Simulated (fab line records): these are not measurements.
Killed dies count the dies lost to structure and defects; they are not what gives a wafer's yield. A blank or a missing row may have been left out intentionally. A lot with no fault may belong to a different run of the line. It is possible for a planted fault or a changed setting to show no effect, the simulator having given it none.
fab line records -- flow gf180mcu
record lots=5, wafers=14, last-day=32
route steps=602 shown MIM@523 M5@526
lots that met no fault: taken from a fault-free run of the same line
start-h: hours from the record's first day to the start of the lot's first wafer shown -- wait-h: hours since the lot's step before -- " the same as in the row above -- L1.1+2: a row that stands for several wafers -- - no value, or no start was given -- * or withheld: withheld -- < > ~ a bound
route shown NAME@n: a module of which the file shows steps, and the number in the route of the first -- usual: mean/standard deviation of fault-free wafers -- same: alike in all rows -- chamber/n: place in a boat -- sites: readings site by site -- _std_site: how widely they spread, as a standard deviation -- _edge_site: outer sites' mean less inner sites' -- radius-mm: for every site, how far away it sits from the centre of the wafer -- mask NAME#n: copy n -- behind: the tool/chamber that last shaped the wafer -- hold: cause of the lot's hold/its duration in hours/its outcome -- device: transistor that didn't switch, given as n, p or np -- end of line: at the end of the route, the tests of the same wafers -- step lacking rows: just its recipe -- killed: not the wafer's yield, but the dies lost to structure and defects at the first sort -- map: shows each die of a wafer: x if killed, . if not, _ if none is there
set.NAME: the setting as run; set.NAME@STEP: as run at that earlier step -- model.NAME: the simulator's own value behind a step, which no gauge read
certain route steps with their lots: each step a table, each wafer a row
services: the hour from which a tool's chamber was out of use, counted from the record's first day as start-h (under 0 if before that day), plus the number of hours and why
## steps
# step GF_MIM_STRIP_20
# recipe chemistry=O2/N2, power-w=1400, pressure-mtorr=1500, platen-temp-c=250, o2-flow-sccm=3000, n2-flow-sccm=300, overash-fraction=0.5
# usual drypump-motor-current-A=5.59/0.22, heater-power-w=331/39, oes-product-au=0.692/0.0044, strip-time-to-endpoint-s=11.22/0.04
lot.wafer,tool,chamber,start-h,wait-h,drypump-motor-current-A,heater-power-w,oes-product-au,rf-hours-counter-h,strip-time-to-endpoint-s
L710.2,plasma-asher-04,0,641.70,0.1,5.87,318,0.686,56,11.26
L710.4,plasma-asher-04,1,641.70,0.1,5.42,263,0.695,-,11.21
L710.5,plasma-asher-04,1,641.70,0.1,5.41,263,0.689,-,11.22
L711.1,plasma-asher-03,1,648.18,0.0,5.48,369,0.694,14,11.23
L711.3,plasma-asher-03,1,648.18,0.0,5.46,371,0.689,-,11.22
L711.5,plasma-asher-03,1,648.18,0.0,5.45,371,0.703,-,11.18
L713.2,plasma-asher-03,0,662.97,0.0,5.66,344,0.694,16,11.20
L713.5,plasma-asher-03,0,662.97,0.0,5.61,351,0.688,-,11.21
L713.6,plasma-asher-03,1,662.97,0.0,5.47,376,0.693,-,11.17
L716.2,plasma-asher-04,1,689.51,0.0,5.42,272,0.684,61,11.20
L716.5,plasma-asher-04,0,689.51,0.0,5.86,331,0.700,-,11.22
L716.6,plasma-asher-04,1,689.51,0.0,5.43,260,0.688,-,11.22
L719.3,plasma-asher-03,1,705.26,0.1,5.47,378,0.689,-,11.17
L719.4,plasma-asher-03,0,705.26,0.1,5.62,339,0.689,-,11.17
# step GF_MIM_STRIP_21
# recipe chemistry=post-etch-residue-remover, time-s=1200, temp-c=72.5
# step GF_MIM_CLEAN_22
# recipe chemistry=DIW, dry=n2-spin
# step GF_M5_DEHYDRATE_00
# recipe temp-c=200, time-s=60
# step GF_M5_HMDS_01
# recipe prime-time-s=60, prime-temp-c=120
# step GF_M5_COAT_02
# recipe resist=KrF, spin-rpm=withheld, resist-thk-nm=1000
# step GF_M5_SOFTBAKE_03
# recipe temp-c=130, time-s=60, resist=KrF
# step GF_M5_EXPOSE_04
# recipe mask-id=Metal5, target-cd-nm=280, na=0.68, source-shape=conventional, sigma-outer=0.6, dose-mj=28
# step GF_M5_PEB_05
# recipe peb-temp-c=135, peb-time-s=90, resist=KrF
# step GF_M5_DEVELOP_06
# recipe develop-time-s=60, dev-temp-c=21
# step GF_M5_CD_MEAS_07
# recipe target-cd-nm=280
# usual cd-nm=280.1/1
lot.wafer,tool,chamber,start-h,wait-h,cd-nm
L710.2,cd-sem-02,-,662.10,0.1,281.6
L710.4,cd-sem-02,-,662.10,0.1,281.7
L710.5,cd-sem-02,-,662.10,0.1,282.2
L711.1,cd-sem-02,-,668.77,0.1,278.4
L711.3,cd-sem-02,-,668.77,0.1,280.0
L711.5,cd-sem-02,-,668.77,0.1,280.2
L713.2,cd-sem-01,-,682.59,0.1,279.6
L713.5,cd-sem-01,-,682.59,0.1,279.8
L713.6,cd-sem-01,-,682.59,0.1,279.0
L716.2,cd-sem-02,-,709.26,0.1,280.9
L716.5,cd-sem-02,-,709.26,0.1,281.3
L716.6,cd-sem-02,-,709.26,0.1,281.5
L719.3,cd-sem-02,-,723.66,0.1,279.7
L719.4,cd-sem-02,-,723.66,0.1,280.9
# step GF_M5_OVL_MEAS_08
# usual M5_OVL=2/5.3
lot.wafer,tool,chamber,start-h,wait-h,M5_OVL[nm]
L710.2,overlay-02,-,662.21,0.1,-6
L710.4,overlay-02,-,662.21,0.1,-6
L710.5,overlay-02,-,662.21,0.1,-3
L711.1,overlay-01,-,668.89,0.1,3
L711.3,overlay-01,-,668.89,0.1,9
L711.5,overlay-01,-,668.89,0.1,6
L713.2,overlay-02,-,682.70,0.1,-4
L713.5,overlay-02,-,682.70,0.1,-1
L713.6,overlay-02,-,682.70,0.1,-3
L716.2,overlay-02,-,709.36,0.1,-6
L716.5,overlay-02,-,709.36,0.1,4
L716.6,overlay-02,-,709.36,0.1,-7
L719.3,overlay-02,-,723.76,0.1,2
L719.4,overlay-02,-,723.76,0.1,1
# step GF_M5_ETCH_09
# recipe chemistry=CF4/O2, target=Si3N4, target-depth-nm=52, source-w=800, bias-w=150, pressure-mtorr=150, cf4-flow-sccm=80, O2_flow_sccm=10, time-s=11.6
# usual cf4-flow-sccm=80.01/0.25, drypump-motor-current-A=5.60/0.25, oes-product-au=0.993/0.015, throttle-valve-pct=5.968/0.0098
lot.wafer,tool,chamber,start-h,wait-h,cf4-flow-sccm,drypump-motor-current-A,oes-product-au,rf-hours-counter-h,throttle-valve-pct,model.etch.depth-nm,model.KrF_of_M5_COAT_02.thk-nm
L710.2,rie-diel-04,1,662.24,0.0,79.75,5.05,0.983,4,5.969,50.69,955.6
L710.4,rie-diel-04,0,662.24,0.0,80.07,5.69,0.988,9,5.967,50.75,956.5
L710.5,rie-diel-04,0,662.24,0.0,79.89,5.66,0.985,-,5.957,50.77,953.4
L711.1,rie-diel-04,3,668.93,0.0,80.17,5.68,1.007,0,5.980,52.45,950.5
L711.3,rie-diel-04,0,668.93,0.0,79.91,5.69,0.979,9,5.967,50.01,954.5
L711.5,rie-diel-04,3,668.93,0.0,80.33,5.69,1.014,-,5.980,52.94,954.1
L713.2,rie-diel-03,2,682.73,0.0,80.30,5.25,0.966,21,5.961,49.9,955.6
L713.5,rie-diel-03,0,682.73,0.0,80.23,5.76,0.993,-,5.962,51.37,953.2
L713.6,rie-diel-03,3,682.73,0.0,80.17,5.78,1.003,-,5.977,51.79,951.9
L716.2,rie-diel-03,2,709.39,0.0,80.01,5.26,0.967,22,5.952,49.47,955.1
L716.5,rie-diel-03,0,709.39,0.0,79.62,5.78,0.986,-,5.965,51.36,952.8
L716.6,rie-diel-03,1,709.39,0.0,80.40,5.94,1.005,-,5.998,52.76,952
L719.3,rie-diel-03,1,723.78,0.0,79.82,5.97,1.011,17,5.965,28.69,968.8
L719.4,rie-diel-03,2,723.78,0.0,79.64,5.23,0.970,23,5.961,49.96,953.1
# step GF_M5_METAL_ETCH_10
# recipe chemistry=Cl2/BCl3, mask-material=KrF, target-depth-nm=750.8, stop-on=SiO2, pressure-mtorr=8, icp-w=800, bias-w=140, Cl2_flow_sccm=80, bcl3-flow-sccm=40, time-s=125.1
# usual bcl3-flow-sccm=40.00/0.1, drypump-motor-current-A=5.68/0.25, oes-product-au=0.988/0.0074, throttle-valve-pct=28.232/0.011
lot.wafer,tool,chamber,start-h,wait-h,bcl3-flow-sccm,drypump-motor-current-A,oes-product-au,rf-hours-counter-h,throttle-valve-pct,model.KrF_of_M5_COAT_02.thk-nm
L710.2,rie-metal-03,0,662.26,0.0,40.09,5.92,0.991,8,28.233,651.5
L710.4,rie-metal-03,0,662.26,0.0,40.03,5.92,1.003,-,28.221,651.2
L710.5,rie-metal-03,0,662.26,0.0,39.98,5.90,0.993,-,28.215,650
L711.1,rie-metal-04,0,668.95,0.0,40.12,5.66,0.999,8,28.222,648.5
L711.3,rie-metal-04,0,668.95,0.0,39.99,5.65,0.988,-,28.237,654.5
L711.5,rie-metal-04,0,668.95,0.0,39.90,5.65,0.997,-,28.237,654.2
L713.2,rie-metal-03,0,682.75,0.0,39.96,5.97,0.978,9,28.232,652.4
L713.5,rie-metal-03,0,682.75,0.0,40.09,5.94,0.993,-,28.218,648
L713.6,rie-metal-03,1,682.75,0.0,40.07,5.57,0.985,-,28.226,655.7
L716.2,rie-metal-03,1,709.42,0.0,40.17,5.56,0.988,7,28.227,659.4
L716.5,rie-metal-03,1,709.42,0.0,39.96,5.54,0.986,-,28.245,655.4
L716.6,rie-metal-03,0,709.42,0.0,39.92,5.92,0.996,-,28.227,647.9
L719.3,rie-metal-01,1,723.85,0.1,40.04,5.89,0.983,-,28.259,674.5
L719.4,rie-metal-01,0,723.85,0.1,40.12,5.26,0.980,-,28.228,661.7
# step GF_M5_STRIP_11
# recipe chemistry=O2/N2, power-w=1400, pressure-mtorr=1500, platen-temp-c=250, o2-flow-sccm=3000, n2-flow-sccm=300, overash-fraction=0.5
# usual drypump-motor-current-A=5.7/0.31, heater-power-w=321/36, oes-product-au=0.525/0.0051, strip-time-to-endpoint-s=7.07/0.049
lot.wafer,tool,chamber,start-h,wait-h,drypump-motor-current-A,heater-power-w,oes-product-au,rf-hours-counter-h,strip-time-to-endpoint-s
L710.2,plasma-asher-01,1,662.39,0.1,6.4,273,0.522,103,7.06
L710.4,plasma-asher-01,0,662.39,0.1,5.8,333,0.523,-,7.05
L710.5,plasma-asher-01,0,662.39,0.1,5.7,327,0.517,-,7.04
L711.1,plasma-asher-03,0,669.08,0.1,5.6,335,0.524,16,7.03
L711.3,plasma-asher-03,0,669.08,0.1,5.6,345,0.525,-,7.07
L711.5,plasma-asher-03,0,669.08,0.1,5.7,335,0.524,-,7.10
L713.2,plasma-asher-04,1,682.88,0.1,5.4,268,0.517,60,7.06
L713.5,plasma-asher-04,1,682.88,0.1,5.4,265,0.517,-,7.02
L713.6,plasma-asher-04,0,682.88,0.1,5.8,323,0.525,-,7.10
L716.2,plasma-asher-04,1,709.55,0.1,5.4,261,0.528,63,7.13
L716.5,plasma-asher-04,0,709.55,0.1,5.8,318,0.525,-,7.08
L716.6,plasma-asher-04,1,709.55,0.1,5.4,268,0.517,-,7.02
L719.3,plasma-asher-03,0,723.97,0.1,5.7,346,0.533,-,7.26
L719.4,plasma-asher-03,1,723.97,0.1,5.5,372,0.523,-,7.17
# step GF_M5_STRIP_12
# recipe chemistry=post-etch-residue-remover, time-s=1200, temp-c=72.5
## services
tool,chamber,start-h,hours,kind
rie-metal-03,0,635.68,18.4,repair
rie-diel-04,3,639.72,-,clean
rie-diel-04,3,639.72,19.0,scheduled-down
rie-diel-04,3,639.72,19.0,vent-cycle
rie-metal-03,-,642.37,2.8,pm
rie-diel-03,1,666.95,8.0,repair
rie-diel-03,-,667.80,4.3,pm
rie-diel-04,-,669.45,2.8,pm
rie-metal-01,0,671.39,-,clean
rie-metal-01,0,671.39,21.1,scheduled-down
rie-metal-01,0,671.39,21.1,vent-cycle
plasma-asher-03,-,671.59,4.4,repair
plasma-asher-01,-,683.20,22.2,pm
rie-diel-03,3,692.68,-,clean
rie-diel-03,3,692.68,17.3,scheduled-down
rie-diel-03,3,692.68,17.3,vent-cycle
rie-diel-04,0,693.49,22.0,repair
rie-metal-01,0,701.09,2.3,repair
plasma-asher-04,-,706.32,1.9,repair
## key
first-sign step=GF_M5_STRIP_11, reading=strip-time-to-endpoint-s, direction=up, sigmas=3.8, usual=*, struck=*
effect none on later readings
model-effect step=GF_M5_ETCH_09, value=etch.depth-nm, without=52.61, struck=28.69
model-effect step=GF_M5_METAL_ETCH_10, value=KrF_of_M5_COAT_02.thk-nm, without=658.6, struck=674.5
met-at GF_M5_ETCH_09
struck-wafers L719.3
onset-between 709.39 723.78
fault kind=process-parameter-drift, tool=rie-diel-03, chamber=-, onset-h=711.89, steps=GF_M5_ETCH_09, channel=time-s, offset=*, shape=step, end-h=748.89, scope=struck-wafers-only, acts-in=*, stated=*
